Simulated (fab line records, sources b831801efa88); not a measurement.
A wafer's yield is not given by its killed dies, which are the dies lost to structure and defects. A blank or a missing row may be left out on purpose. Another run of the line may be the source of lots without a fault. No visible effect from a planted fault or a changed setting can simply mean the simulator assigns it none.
Chamber matching -- flow sky130 -- SKY_VIA2_ETCH_14 on rieDiel-04: 4 sister chambers
The step etches BARC in N2/H2, stops on SiO2, time 45.9 s, target depth 60 nm. 8 wafers are shown with their chamber, then 7 later ones without.

== WAFERS PAIRED WITH THEIR CHAMBERS ==
wafer,chamber,drypumpMotorCurrentA (A),chamberPressureMTorr (mTorr)
L078.1,1,5.6,30.011
L087.4,2,6.0,30.005
L087.5,2,6.1,29.978
L089.2,3,6.2,29.977
L089.3,0,5.9,29.995
L089.4,1,5.6,30.030
L092.1,3,6.2,29.980
L092.2,0,5.9,29.970

== WAFERS WITH NO CHAMBER GIVEN ==
wafer,drypumpMotorCurrentA (A),chamberPressureMTorr (mTorr)
L092.4,5.6,30.025
L093.2,5.6,29.976
L093.3,6.2,30.057
L093.5,6.0,29.930
L097.3,6.1,30.009
L097.4,6.2,30.008
L097.5,6.2,29.997

== THE CHAMBER EACH PASSED THROUGH ==
wafer,from the rows above,in truth
L092.4,1,1
L093.2,1,1
L093.3,can't be placed: 3 or 2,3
L093.5,can't be placed: 2 or 0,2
L097.3,can't be placed: 2 or 3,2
L097.4,3,3
L097.5,3,3
4 of 7 placed correctly. From these rows, 3 cannot be placed; in 3 the true chamber is one of the candidates. 0 placed wrongly.
How it was worked out, from the rows above alone: a wafer's distance from a chamber is the root of the sum, over the readings, of the square of ((its reading less the chamber's mean) divided by the reading's scatter). The wafer belongs to the nearest chamber; if the next one is less than 2 further off, it can't be placed. The mean given for a chamber averages the wafers shown for that chamber. The scatter: take each reading less its chamber's mean, square it, sum over the shown wafers, divide by the number of wafers less the number of chambers, and take the root.
